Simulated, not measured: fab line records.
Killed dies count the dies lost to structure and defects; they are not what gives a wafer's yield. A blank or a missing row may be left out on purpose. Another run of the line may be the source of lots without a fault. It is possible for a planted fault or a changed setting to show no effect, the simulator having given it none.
Chamber matching || flow sky130 || 3 sister chambers for SKY_CONTACT_CVD_00 on pecvd-04
The step deposits Si3N4, target thk 75 nm. 6 wafers are shown with their chamber, then 7 later ones without.

## WAFERS WITH THEIR CHAMBER
{"wafer": "L083.2", "chamber": 0, "heater power w (W)": 712}
{"wafer": "L083.6", "chamber": 1, "heater power w (W)": 795}
{"wafer": "L089.5", "chamber": 0, "heater power w (W)": 731}
{"wafer": "L090.6", "chamber": 2, "heater power w (W)": 622}
{"wafer": "L092.2", "chamber": 2, "heater power w (W)": 645}
{"wafer": "L092.5", "chamber": 1, "heater power w (W)": 668}

## WAFERS MISSING THEIR CHAMBER
{"wafer": "L092.6", "heater power w (W)": 727}
{"wafer": "L095.1", "heater power w (W)": 687}
{"wafer": "L095.5", "heater power w (W)": 674}
{"wafer": "L095.6", "heater power w (W)": 736}
{"wafer": "L096.2", "heater power w (W)": 695}
{"wafer": "L096.4", "heater power w (W)": 742}
{"wafer": "L096.5", "heater power w (W)": 704}

## WHICH CHAMBER EACH ONE RAN IN
{"wafer": "L092.6", "from the rows above": "can't be placed: 1 or 0 or 2", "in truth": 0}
{"wafer": "L095.1", "from the rows above": "can't be placed: 0 or 1 or 2", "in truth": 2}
{"wafer": "L095.5", "from the rows above": "can't be placed: 2 or 0 or 1", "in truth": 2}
{"wafer": "L095.6", "from the rows above": "can't be placed: 1 or 0 or 2", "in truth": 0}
{"wafer": "L096.2", "from the rows above": "can't be placed: 0 or 1 or 2", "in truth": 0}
{"wafer": "L096.4", "from the rows above": "can't be placed: 1 or 0 or 2", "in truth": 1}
{"wafer": "L096.5", "from the rows above": "can't be placed: 0 or 1 or 2", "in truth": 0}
0 of 7 placed correctly. Unplaceable from these rows: 7, with the true chamber sitting among the candidates in 7. Placed wrongly: 0.
How it was worked out, from the rows above alone: a wafer's distance from a chamber is the root of the sum, over the readings, of the square of ((its reading less the chamber's mean) divided by the reading's scatter). The wafer belongs to the nearest chamber; if the next one is less than 2 further off, it can't be placed. For every chamber, the mean is computed from those of its wafers that are shown. The scatter: take each reading less its chamber's mean, square it, sum over the shown wafers, divide by the number of wafers less the number of chambers, and take the root.
